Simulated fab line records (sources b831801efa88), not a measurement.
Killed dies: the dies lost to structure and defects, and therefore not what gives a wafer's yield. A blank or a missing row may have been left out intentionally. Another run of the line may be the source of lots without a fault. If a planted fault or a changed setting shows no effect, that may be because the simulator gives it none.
The same fault as seen by 2 desks | flow sky130 | each desk has only its own numbers; what lay behind them comes last

## FOR THE TOOL OWNER'S DESK: implanter-01
SKY_VT_ADJUST_HVTR_IMPLANT_09, tool's own readings: per-lot mean of the sampled wafers with a number, covering each lot this tool ran. The brackets show how far a lot's mean lies from the usual mean; more than 4 standard deviations puts the lot out of limits, marked OUT.
Columns: A = doseIonsCm2 at SKY_VT_ADJUST_HVTR_IMPLANT_09, usual 2.1001e+12
lot  | first seen here | A
L217 | day 9 02:55     | 2.1034e+12
L226 | day 12 10:44    | 2.0540e+12 (-21) OUT
L230 | day 13 03:37    | 2.0536e+12 (-21) OUT
This desk's finding: out of limits on L226, L230; first on L226, day 12 10:44 (doseIonsCm2 at SKY_VT_ADJUST_HVTR_IMPLANT_09). L217 stayed within limits.

## FROM THE METROLOGY DESK
What the gauges read for every lot (on any tool): the sampled wafers with a number, averaged. The brackets show how far a lot's mean lies from the usual mean; more than 4 standard deviations puts the lot out of limits, marked OUT. It has 10 readings; the 7 that lie furthest out on some lot are the ones shown.
Columns: A = VT_ADJUST_NCORE_TW at SKY_VT_ADJUST_NCORE_TW_MEAS_11, usual 219.6; B = cdNm at SKY_VT_ADJUST_HVTR_CD_MEAS_07, usual 380.3 nm; C = VT_ADJUST_HVTR_TW at SKY_VT_ADJUST_HVTR_TW_MEAS_11, usual 209.3; D = cdNm at SKY_SONOS_TUNNEL_CD_MEAS_07, usual 410.0 nm; E = SONOS_TUNNEL_OVL at SKY_SONOS_TUNNEL_OVL_MEAS_08, usual 0.3 nm; F = SONOS_TUNNEL_TW at SKY_SONOS_TUNNEL_TW_MEAS_12, usual 198.0; G = SONOS_ONO_OXIDATION_THK at SKY_SONOS_ONO_THK_MEAS_01, usual 2.57 nm
lot  | first seen here | A     | B     | C     | D     | E    | F     | G
L217 | day 8 06:20     | 220.4 | 383.0 | 213.3 | 410.9 | -0.3 | 200.3 | 2.61
L226 | day 11 11:08    | 223.0 | 375.9 | 210.1 | 404.5 | 0.3  | 200.5 | 2.54
L230 | day 12 03:49    | 216.4 | 376.0 | 208.4 | 406.1 | -0.3 | 198.3 | 2.60
L231 | day 12 11:30    | 222.6 | 379.9 | 209.9 | 412.4 | 0.2  | 198.2 | 2.45
L233 | day 13 22:29    | 217.7 | 382.9 | 207.7 | 410.8 | -0.3 | 195.0 | 2.58
L240 | day 15 10:03    | 216.8 | 378.3 | 211.0 | 409.4 | -1.8 | 198.7 | 2.55
This desk's finding: nothing out of limits on any of the 6 lots.

## ALL TOGETHER
An alarm could have come from the tool owner's desk at day 12 10:44, on L226, L230.
From the metrology desk's view, nothing was out of limits.
The metrology desk holds a record of L226, L230, inside its limits.
SKY_VT_ADJUST_HVTR_IMPLANT_09 was run on implanter-01 by each of the lots named.

## WHAT THE SIMULATOR HAD PUT IN
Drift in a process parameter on implanter-01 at SKY_VT_ADJUST_HVTR_IMPLANT_09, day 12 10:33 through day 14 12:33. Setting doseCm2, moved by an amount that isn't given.
Struck lots among those shown: L226, L230.
Delay in hours, fault start to first out-of-limits reading, by desk: the tool owner's desk at 0.
